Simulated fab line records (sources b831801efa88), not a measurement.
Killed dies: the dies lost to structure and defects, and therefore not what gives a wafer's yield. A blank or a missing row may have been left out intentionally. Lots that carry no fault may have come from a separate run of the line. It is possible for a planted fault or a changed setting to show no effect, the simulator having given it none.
Struck lot and sound lot, side by side	flow sky130	16 steps out of a route of 708
Sound: wafers L743.2, L743.3, L743.5. Struck: wafer L756.6. (L756.4 of the same lot was not struck and is left out.) The cause comes at the end.
For every step that has rows: the tool of each side, followed by ch and its chambers, followed by its first start. Under that, the readings that differ: sound wafers	struck wafers	difference of the means	sigmas: that difference in standard deviations of wafers without a fault.
alike: same words and numbers on both sides, and readings whose means sit less than 2 such deviations apart. not compared: any withheld reading, any reading some wafer has no value for, any bound like >300 that may hide the same value, and any number with overlapping values for which the record gives no deviation.
A row with sigmas, a row that says differs or no value, or rows on one side alone: a step with any of these is where the two part. When numbers do not overlap yet have no deviation, they are printed without sigmas and do not part them. A reading missing from all wafers of one side parts the sides only when that side holds two or more wafers.

SKY_LI_CONTACT_CMP_02: polishes PSG.
  sound on cmp-01 ch 0,2, day 27 15:13; struck on cmp-01 ch 0, day 31 19:22
reading	sound	struck	difference	sigmas
time-to-endpoint-s (s)	25.1 27.0 24.0	32.1	+6.7	+3
  alike: motor-current-A, slurry-flow-ml-min
SKY_LI_CONTACT_BOW_MEAS_03:
  sound: film-metro-02 at day 27 15:29; struck: film-metro-04 at day 31 19:43
  alike: LI_CONTACT_BOW
then, 8 steps without rows for these wafers: SKY_LI_CONTACT_DEHYDRATE_04 (time 60 s); SKY_LI_CONTACT_HMDS_05 (prime time 60 s); SKY_LI_CONTACT_COAT_06 (resist thk 60 nm); SKY_LI_CONTACT_COAT_07 (resist thk 450 nm); SKY_LI_CONTACT_SOFTBAKE_08 (time 90 s); SKY_LI_CONTACT_EXPOSE_09 (exposes mask LICM1, target cd 170 nm); SKY_LI_CONTACT_PEB_10; SKY_LI_CONTACT_DEVELOP_11 (develop time 60 s).
SKY_LI_CONTACT_CD_MEAS_12: target cd 170 nm.
  sound: cd-sem-01 at day 28 19:52; struck: cd-sem-02 at day 32 21:20
  alike: cd-nm
SKY_LI_CONTACT_OVL_MEAS_13:
  sound: overlay-02 at day 28 19:58; struck: overlay-01 at day 32 21:25
reading	sound	struck	difference	sigmas
LI_CONTACT_OVL (nm)	10 8 8	-10	-19	-3
SKY_LI_CONTACT_ETCH_14: etches BARC in N2/H2, stops on SiO2, time 45.9 s, target depth 60 nm.
  sound on rie-diel-03 ch 0,2,3, day 28 20:00; struck on rie-diel-03 ch 0, day 32 21:27
reading	sound	struck	difference	sigmas
h2-flow-sccm (sccm)	199.7 199.1 199.7	200.8	+1.3	+2
model.KrF-thick_of_LI_CONTACT_COAT_07.thk-nm (nm)	394.9 393 391.3	404.9	+11.8	
model.etch.depth-nm (nm)	59.95 59.98 60.05	58.73	-1.26	
  alike: drypump-motor-current-A, oes-product-au, throttle-valve-pct
  not compared: rf-hours-counter-h
SKY_LI_CONTACT_ETCH_15: etches PSG in C4F8/O2/Ar, stops on Si, target depth 600 nm.
  sound on rie-diel-03 ch 0,2,3, day 28 20:03; struck on rie-diel-03 ch 0, day 32 21:31
reading	sound	struck	difference	sigmas
model.KrF-thick_of_LI_CONTACT_COAT_07.thk-nm (nm)	237.5 233.2 231.4	243.3	+9.3	
  alike: oes-product-au
SKY_LI_CONTACT_STRIP_16: strips in O2/N2.
  sound on plasma-asher-01 ch 0,1, day 28 20:08; struck on plasma-asher-04 ch 0, day 32 21:35
reading	sound	struck	difference	sigmas
strip-time-to-endpoint-s (s)	3.554 3.514 3.493	3.612	+0.092	+3
  alike: drypump-motor-current-A, oes-product-au
  not compared: rf-hours-counter-h
then, 1 step without rows for these wafers: SKY_LI_CONTACT_CLEAN_17 (cleans in NMP, time 600 s).

== WHERE THEY PART ==
First at SKY_LI_CONTACT_CMP_02; last, within this record, at SKY_LI_CONTACT_STRIP_16.

WHY: what the simulator had put in
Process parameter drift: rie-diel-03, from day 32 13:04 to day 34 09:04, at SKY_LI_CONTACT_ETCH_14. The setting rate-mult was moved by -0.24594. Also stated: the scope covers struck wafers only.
